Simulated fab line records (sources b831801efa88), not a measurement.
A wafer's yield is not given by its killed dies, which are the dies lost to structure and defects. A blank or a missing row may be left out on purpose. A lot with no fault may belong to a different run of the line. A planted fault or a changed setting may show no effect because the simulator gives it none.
What tool caused it? ; flow gf180mcu ; Sampling: 11 lots, 31 wafers, 7 of 602 route steps

WHAT EACH GAUGE READ, for each wafer
GF_NWELL_TW_MEAS_11.
lot;measured;on;NWELL_TW
L727;day 3 19:35;film-metro-02;1569 1571 1572
L730;day 4 11:40;film-metro-02;1562 1563 1557
L731;day 4 16:42;film-metro-01;1554 1555 1552
L732;day 4 21:43;film-metro-02;1571 1562 1566
L735;day 5 14:54;film-metro-01;1560 1565 1559
L736;day 5 21:30;film-metro-01;1563 1557 1557
L739;day 6 13:52;film-metro-04;1623 1570
L740;day 6 19:43;film-metro-02;1561 1616
L744;day 7 17:27;film-metro-04;1574 1586 1635
L746;day 8 03:16;film-metro-01;1548 1563 1553
L747;day 8 08:14;film-metro-04;1575 1575 1575

GF_LVPWELL_TW_MEAS_11.
lot;measured;on;LVPWELL_TW
L727;day 4 09:47;film-metro-01;553 551 554
L730;day 5 01:26;film-metro-04;559 562 561
L731;day 5 06:38;film-metro-04;562 561 560
L732;day 5 12:31;film-metro-01;557 554 555
L735;day 6 06:13;film-metro-01;557 555 555
L736;day 6 12:53;film-metro-01;555 556 556
L739;day 7 05:35;film-metro-04;874 559
L740;day 7 11:26;film-metro-01;556 851
L744;day 8 09:37;film-metro-04;562 559 860
L746;day 8 19:31;film-metro-04;557 558 556
L747;day 9 01:16;film-metro-04;561 561 561

GF_MVSD_OVL_MEAS_07.
lot;measured;on;MVSD_OVL (nm)
L727;day 4 22:58;overlay-02;-1.1 -1.9 -1.4
L730;day 5 14:54;overlay-01;-0.4 0.6 -0.6
L731;day 5 21:21;overlay-01;-0.9 -2.7 -0.4
L732;day 6 03:01;overlay-01;0.2 1.8 2.6
L735;day 6 20:57;overlay-02;-1.7 -0.3 -0.7
L736;day 7 03:43;overlay-02;1.6 0.6 1.4
L739;day 7 21:46;overlay-02;-0.1 -0.7
L740;day 8 02:55;overlay-01;2.7 2.4
L744;day 9 02:08;overlay-02;-1.2 1.1 0.3
L746;day 9 12:32;overlay-02;1.0 0.5 1.3
L747;day 9 17:54;overlay-02;-0.5 0.4 2.6

GF_MVSD_TW_MEAS_11.
lot;measured;on;MVSD_TW
L727;day 4 23:24;film-metro-04;1601 1593 1587
L730;day 5 15:22;film-metro-04;1584 1594 1588
L731;day 5 21:47;film-metro-01;1566 1567 1562
L732;day 6 03:27;film-metro-01;1577 1572 1573
L735;day 6 21:23;film-metro-01;1570 1568 1579
L736;day 7 04:09;film-metro-01;1558 1568 1563
L739;day 7 22:13;film-metro-01;1621 1563
L740;day 8 03:21;film-metro-04;1575 1628
L744;day 9 02:34;film-metro-01;1564 1567 1627
L746;day 9 12:58;film-metro-01;1566 1567 1563
L747;day 9 18:20;film-metro-04;1587 1584 1595

TOOL THAT RAN EACH LOT (tool first, then ch and the chambers of the sampled wafers, then the start)
lot;GF_DNWELL_COAT_02;GF_DNWELL_STRIP_08;GF_LVPWELL_STRIP_10
L727;litho-track-02 ch 0, day 2 23:35;plasma-asher-01 ch 0,1, day 3 06:00;plasma-asher-02 ch 0,1, day 4 09:41
L730;litho-track-03 ch 0, day 3 13:58;plasma-asher-04 ch 0,1, day 3 21:23;plasma-asher-04 ch 0,1, day 5 01:20
L731;litho-track-03 ch 0, day 3 19:35;plasma-asher-01 ch 0,1, day 4 02:31;plasma-asher-04 ch 0,1, day 5 06:32
L732;litho-track-03 ch 0, day 3 23:35;plasma-asher-04 ch 0,1, day 4 06:49;plasma-asher-04 ch 0,1, day 5 12:24
L735;litho-track-02 ch 0, day 4 17:09;plasma-asher-03 ch 0,1, day 5 00:37;plasma-asher-04 ch 0,1, day 6 06:07
L736;litho-track-04 ch 0, day 4 22:11;plasma-asher-03 ch 0,1, day 5 06:18;plasma-asher-02 ch 0,1, day 6 12:47
L739;litho-track-03 ch 0, day 5 14:47;plasma-asher-03 ch 0,1, day 5 22:20;plasma-asher-04 ch 0,1, day 7 05:31
L740;litho-track-03 ch 0, day 5 20:27;plasma-asher-03 ch 0,1, day 6 04:17;plasma-asher-02 ch 0, day 7 11:19
L744;litho-track-03 ch 0, day 6 17:36;plasma-asher-01 ch 0, day 7 01:46;plasma-asher-02 ch 0,1, day 8 09:30
L746;litho-track-02 ch 0, day 7 02:41;plasma-asher-03 ch 0, day 7 11:07;plasma-asher-04 ch 0, day 8 19:24
L747;litho-track-04 ch 0, day 7 07:41;plasma-asher-03 ch 0,1, day 7 15:58;plasma-asher-02 ch 0,1, day 9 01:10
- GF_DNWELL_COAT_02: resist thk 3000 nm.
- GF_DNWELL_STRIP_08: strips in O2/N2.
- GF_LVPWELL_STRIP_10: strips in O2/N2.

AS READ BY THE TOOLS THEMSELVES (means over the sampled wafers that have a number; for cases with no such wafer, the mark the record gives instead)
GF_DNWELL_STRIP_08.
lot;tool;drypump-motor-current-A (A);heater-power-w (W);oes-product-au (a.u.);strip-time-to-endpoint-s (s)
L727;plasma-asher-01;5.5;336;0.722;36.88
L730;plasma-asher-04;5.0;329;0.726;37.00
L731;plasma-asher-01;5.5;335;0.723;37.09
L732;plasma-asher-04;4.9;347;0.725;36.98
L735;plasma-asher-03;5.9;334;0.722;37.07
L736;plasma-asher-03;6.0;331;0.719;36.87
L739;plasma-asher-03;5.7;336;0.722;30.57
L740;plasma-asher-03;5.7;339;0.722;30.66
L744;plasma-asher-01;5.6;321;0.718;32.84
L746;plasma-asher-03;6.5;318;0.722;36.91
L747;plasma-asher-03;5.4;347;0.724;37.02

GF_LVPWELL_STRIP_10.
lot;tool;drypump-motor-current-A (A);heater-power-w (W);oes-product-au (a.u.);strip-time-to-endpoint-s (s)
L727;plasma-asher-02;5.5;339;0.727;37.05
L730;plasma-asher-04;4.9;336;0.716;36.93
L731;plasma-asher-04;4.9;331;0.726;36.97
L732;plasma-asher-04;4.9;333;0.718;36.88
L735;plasma-asher-04;5.0;334;0.722;37.09
L736;plasma-asher-02;5.5;338;0.731;36.95
L739;plasma-asher-04;4.9;338;0.722;36.95
L740;plasma-asher-02;5.5;342;0.724;36.88
L744;plasma-asher-02;5.5;345;0.719;37.07
L746;plasma-asher-04;5.0;323;0.721;36.88
L747;plasma-asher-02;5.4;339;0.721;37.01

THE ANSWER, worked out from the rows above alone
Rule: what is usual is taken from the lots themselves. Put in order of their means at a reading, lots are off if they are a third of the lots or fewer, leave a main group of 4 or more, and stand apart from it by a gap of 3 or more times the standard deviation of the main group's means; of several such gaps the widest counts. A main group is skipped when, at the precision printed for the reading in the tables above, its means are all equal. A lot without any number at a reading at which 4 lots or more have one is off too. All remaining lots with rows at the step are treated as sound. The gauges are gone through in route order, then the tools' own readings, and for those a lot's mean is taken as printed above. At the first step where some lot is off, the reading lying furthest off is the one used; lots without a number count as furthest.
Off: L739, L740, L744, at GF_LVPWELL_TW_MEAS_11 (LVPWELL_TW). Mean 557 and standard deviation 2.9 in the main group.
A tool fits if, at a process step before that reading, it ran every lot that is off, and no sound lot after the first of them. Not tried: the gauges at GF_LVPWELL_TW_MEAS_11; whatever is off there is also off at GF_DNWELL_STRIP_08, on other tools, and gauge error can't account for it. One fits: litho-track-03 at GF_DNWELL_COAT_02. Its last sound lot is L732 (day 3 23:35), its first lot that is off L739 (day 5 14:47): a fault that began between those two fits.

WHAT WAS PUT IN BY THE SIMULATOR
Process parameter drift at GF_DNWELL_COAT_02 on litho-track-03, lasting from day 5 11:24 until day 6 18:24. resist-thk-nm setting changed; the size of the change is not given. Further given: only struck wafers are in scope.
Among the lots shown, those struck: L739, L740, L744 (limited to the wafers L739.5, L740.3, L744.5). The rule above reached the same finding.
